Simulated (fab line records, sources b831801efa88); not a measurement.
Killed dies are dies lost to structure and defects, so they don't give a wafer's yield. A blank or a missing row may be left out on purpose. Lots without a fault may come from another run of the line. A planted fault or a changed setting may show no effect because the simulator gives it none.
Which tool did it? | flow sky130 | 13 lots, 39 wafers sampled, at 5 steps of a route of 708

WHAT THE GAUGES READ, wafer by wafer
SKY_PWDE_TW_MEAS_10. Usual: PWDE_TW 376, standard deviation 3.3.
lot  | measured    | on            | PWDE_TW     | flag
L396 | day 4 04:53 | film_metro-03 | 373 368 369 |
L398 | day 4 13:44 | film_metro-01 | 378 380 377 |
L400 | day 5 00:06 | film_metro-03 | 368 370 370 |
L401 | day 5 07:54 | film_metro-03 | 368 368 366 |
L402 | day 5 11:56 | film_metro-04 | 374 378 379 |
L403 | day 5 16:05 | film_metro-04 | 377 380 376 |
L405 | day 6 04:59 | film_metro-04 | 375 376 376 |
L406 | day 6 08:05 | film_metro-04 | 376 377 376 |
L408 | day 6 20:55 | film_metro-01 | 378 377 377 |
L410 | day 7 08:50 | film_metro-01 | 375 374 375 |
L411 | day 7 13:56 | film_metro-01 | 376 373 378 |
L412 | day 7 18:35 | film_metro-01 | 376 376 377 |
L413 | day 8 00:39 | film_metro-04 | 377 376 378 |

SKY_SONOS_ONO_THK_MEAS_03. Usual: SONOS_ONO_CVD_02_THK 10.44 nm, standard deviation 0.13.
lot  | measured     | on            | SONOS_ONO_CVD_02_THK (nm) | flag
L396 | day 11 21:52 | film_metro-04 | 10.67 10.67 10.69         |
L398 | day 12 17:03 | film_metro-02 | 10.49 10.46 10.34         |
L400 | day 12 23:30 | film_metro-04 | 10.45 10.39 10.50         |
L401 | day 13 14:12 | film_metro-02 | 10.48 10.55 10.54         |
L402 | day 13 17:02 | film_metro-02 | 10.34 10.43 10.39         |
L403 | day 14 02:02 | film_metro-02 | 10.31 10.35 10.34         |
L405 | day 14 19:25 | film_metro-04 | 10.24 10.32 10.25         |
L406 | day 15 02:28 | film_metro-02 | 10.35 10.35 10.40         |
L408 | day 15 19:03 | film_metro-04 | 10.33 10.16 10.30         |
L410 | day 16 11:13 | film_metro-03 | 10.53 10.57 10.22         |
L411 | day 16 18:26 | film_metro-04 | 10.54 10.45 10.52         |
L412 | day 17 05:26 | film_metro-02 | 10.36 10.40 10.36         |
L413 | day 17 12:07 | film_metro-02 | 10.62 10.60 10.52         |

SKY_LDD_P_TW_MEAS_11. Usual: LDD_P_TW 640, standard deviation 5.6.
lot  | measured     | on            | LDD_P_TW    | flag
L396 | day 19 13:07 | film_metro-03 | 634 634 631 |
L398 | day 20 11:14 | film_metro-01 | 645 644 648 |
L400 | day 20 13:19 | film_metro-04 | 641 642 640 |
L401 | day 21 11:03 | film_metro-01 | 644 644 644 |
L402 | day 21 09:45 | film_metro-01 | 643 643 641 |
L403 | day 21 21:50 | film_metro-04 | 634 631 632 |
L405 | day 22 18:35 | film_metro-03 | 633 632 634 |
L406 | day 23 04:01 | film_metro-04 | 639 637 638 |
L408 | day 23 20:20 | film_metro-01 | 638 643 641 |
L410 | day 24 13:17 | film_metro-01 | 407 407 407 | OFF
L411 | day 24 18:48 | film_metro-01 | 407 410 409 | OFF
L412 | day 25 07:34 | film_metro-01 | 409 409 412 | OFF
L413 | day 25 15:36 | film_metro-03 | 406 403 405 | OFF

WHICH TOOL RAN EACH LOT (tool, then ch and the chambers of the sampled wafers, then the start)
lot  | SKY_VT_ADJUST_NCORE_STRIP_10         | SKY_LDD_P_IMPLANT_09
L396 | plasma_asher-03 ch 0,1, day 8 23:02  | implanter-03 ch 0, day 19 12:53
L398 | plasma_asher-01 ch 0, day 9 14:40    | implanter-02 ch 0, day 20 11:01
L400 | plasma_asher-02 ch 0,1, day 9 22:28  | implanter-04 ch 0, day 20 13:05
L401 | plasma_asher-01 ch 0,1, day 10 09:41 | implanter-02 ch 0, day 21 10:49
L402 | plasma_asher-02 ch 0,1, day 10 12:07 | implanter-04 ch 0, day 21 09:31
L403 | plasma_asher-02 ch 0,1, day 10 17:14 | implanter-03 ch 0, day 21 21:37
L405 | plasma_asher-01 ch 0,1, day 11 09:55 | implanter-04 ch 0, day 22 18:20
L406 | plasma_asher-03 ch 0,1, day 11 17:25 | implanter-03 ch 0, day 23 03:47
L408 | plasma_asher-03 ch 0,1, day 12 08:53 | implanter-04 ch 0, day 23 20:05
L410 | plasma_asher-03 ch 0,1, day 12 22:20 | implanter-03 ch 0, day 24 13:04
L411 | plasma_asher-03 ch 0,1, day 13 04:20 | implanter-04 ch 0, day 24 18:33
L412 | plasma_asher-02 ch 0,1, day 13 15:05 | implanter-02 ch 0, day 25 07:20
L413 | plasma_asher-01 ch 0, day 13 20:05   | implanter-04 ch 0, day 25 15:22
- SKY_VT_ADJUST_NCORE_STRIP_10: strips in O2/N2.
- SKY_LDD_P_IMPLANT_09

WHAT THE TOOLS THEMSELVES READ (means of the sampled wafers that have a number; where no wafer has one, the mark that the record gives instead)
SKY_VT_ADJUST_NCORE_STRIP_10. Usual: drypump_motor_current_A 5.7 A, standard deviation 0.47; o2_flow_sccm 3001 sccm, standard deviation 8.8; oes_product_au 0.716 a.u., standard deviation 0.005; strip_time_to_endpoint_s 14.18 s, standard deviation 0.034.
lot  | tool            | drypump_motor_current_A (A) | o2_flow_sccm (sccm) | oes_product_au (a.u.) | strip_time_to_endpoint_s (s) | flag
L396 | plasma_asher-03 | 5.9                         | 2993                | 0.719                 | 14.16                        |
L398 | plasma_asher-01 | 5.2                         | 2997                | 0.717                 | 14.18                        |
L400 | plasma_asher-02 | 5.6                         | 3002                | 0.710                 | 14.22                        |
L401 | plasma_asher-01 | 5.5                         | 3004                | 0.713                 | 14.17                        |
L402 | plasma_asher-02 | 5.6                         | 2998                | 0.717                 | 14.24                        |
L403 | plasma_asher-02 | 5.6                         | 3003                | 0.715                 | 14.17                        |
L405 | plasma_asher-01 | 5.5                         | 3008                | 0.719                 | 14.15                        |
L406 | plasma_asher-03 | 6.3                         | 3002                | 0.714                 | 14.23                        |
L408 | plasma_asher-03 | 5.9                         | 2994                | 0.711                 | 14.23                        |
L410 | plasma_asher-03 | 5.9                         | 3003                | 0.715                 | 14.13                        |
L411 | plasma_asher-03 | 6.3                         | 3009                | 0.716                 | 14.18                        |
L412 | plasma_asher-02 | 5.6                         | 3000                | 0.714                 | 14.17                        |
L413 | plasma_asher-01 | 5.3                         | 3006                | 0.716                 | 14.22                        |

THE ANSWER, worked out from the rows above alone
Rule: a lot is off if the mean of its wafers that have a number lies more than 3 standard deviations from the usual mean. A lot without any number at a reading at which 4 lots or more have one is off too. The other lots that the step has rows for count as sound. The gauges are gone through in route order, then the tools' own readings, and for those a lot's mean is taken as printed above. The first step at which some lot is off is used, and at that step the reading that is off furthest; a lot without a number counts as furthest.
Off: L410, L411, L412, L413, at SKY_LDD_P_TW_MEAS_11 (LDD_P_TW).
A tool fits if, at a process step before that reading, it ran every lot that is off, and no sound lot after the first of them. The gauges at SKY_LDD_P_TW_MEAS_11 are tried like those tools. None of those tried fits.

WHAT THE SIMULATOR HAD PUT IN
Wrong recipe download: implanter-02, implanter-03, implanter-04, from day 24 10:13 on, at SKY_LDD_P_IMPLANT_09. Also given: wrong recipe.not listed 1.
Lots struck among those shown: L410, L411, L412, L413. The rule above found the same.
